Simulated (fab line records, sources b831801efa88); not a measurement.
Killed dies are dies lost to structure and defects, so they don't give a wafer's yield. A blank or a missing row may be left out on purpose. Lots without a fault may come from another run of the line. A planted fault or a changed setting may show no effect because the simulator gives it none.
Problem report in the 8D (eight disciplines) form, filled by code | flow gf180mcu | the parts of the form that need people (team, actions taken, sign-off) are left out

1. THE PROBLEM
V3_CVD_00_THK at GF_V3_THK_MEAS_01 reads a mean of 905 nm on 3 wafers of 3 lots; wafers without a fault read 602 nm with a standard deviation of 5.7. That is +53 standard deviations from the usual mean.
First seen on wafer L683.4, day 24 20:47, on film_metro-02. The record holds 36 wafers of 12 lots with a number at this step. Rule for "out", or "out of limits": more than 4 standard deviations from the usual mean. The other wafers with a number count as sound.

2. WHAT IT IS AND WHAT IT IS NOT
question                    | is                           | is not
which readings at this step | V3_CVD_00_THK                | -
which lots                  | L683, L684, L685             | L678, L679, L690, L691, L692, L693, L694, L696, L698
which wafers of those lots  | L683.4, L684.4, L685.5       | L683.1, L683.5, L684.3, L684.6, L685.2, L685.3
read on which gauges        | film_metro-02, film_metro-04 | film_metro-03
when                        | from day 24 20:47            | up to then (8 sound wafers); but 25 sound wafers of L684, L685, L690, L691, L692, L693, L694, L696, L698 came after

3. SUSPECTS, AND WHAT RULES EACH OUT
Counting: a tool at a process step up to the reading stays a suspect if it ran every lot that is out. Sound lots after the first of them don't rule it out here, since some wafers of a struck lot are sound.
- the gauge at GF_V3_THK_MEAS_01: ruled out. The wafers that are out were read on 2 gauges (film_metro-02, film_metro-04).
- hdpcvd-01 at GF_V3_CVD_00 (deposits SiO2, target thk 600 nm, time 100 s): kept. It ran every lot that is out, first L683 (day 24 20:43); its last sound lot up to then is L679 (day 24 02:26). Its own readings are out on those wafers: sih4_flow_sccm.
- Within hdpcvd-01 at GF_V3_CVD_00: the wafers that are out ran in chamber 0; their sound lot-mates ran in chambers 1, 2.
Left after counting: hdpcvd-01 at GF_V3_CVD_00.

4. THE CAUSE (what the simulator had put in)
Process parameter drift: hdpcvd-01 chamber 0, from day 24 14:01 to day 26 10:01, at GF_V3_CVD_00. Setting sih4_flow_sccm, moved by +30, from 60. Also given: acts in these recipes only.
Counting left only this tool.

5. THE CHAIN OF EFFECTS, in route order
Each row: a reading whose mean over the struck wafers that have a number lies more than 3 standard deviations from the usual. Only readings for which the record gives a usual standard deviation are gone through. hours: the time from each lot's start at the first step in this table that gives one to its start at this step, as a median over the lots. sigmas: the change in usual standard deviations.
hours | step              | reading        | usual      | on struck wafers | change | sigmas
0     | GF_V3_CVD_00      | sih4_flow_sccm | 59.99 sccm | 89.97            | +29.98 | +99 or more
0     | GF_V3_THK_MEAS_01 | V3_CVD_00_THK  | 602 nm     | 905              | +303   | +53
The process steps in it:
- GF_V3_CVD_00: deposits SiO2, target thk 600 nm, time 100 s.

6. WHAT WOULD HAVE CAUGHT IT SOONER
In this record the first reading out of limits at a measuring or inspecting step was taken at day 24 20:47, 7 hours after the fault began at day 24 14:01.
The tool's own readings at GF_V3_CVD_00 were out on every struck wafer that the step has a row for (sih4_flow_sccm): an alarm limit on them would have fired on the first of those.
Of the lots that are out (3), L684, L685 began GF_V3_CVD_00 on hdpcvd-01 after day 24 20:47. A hold on the tool at that time would have spared those 2.
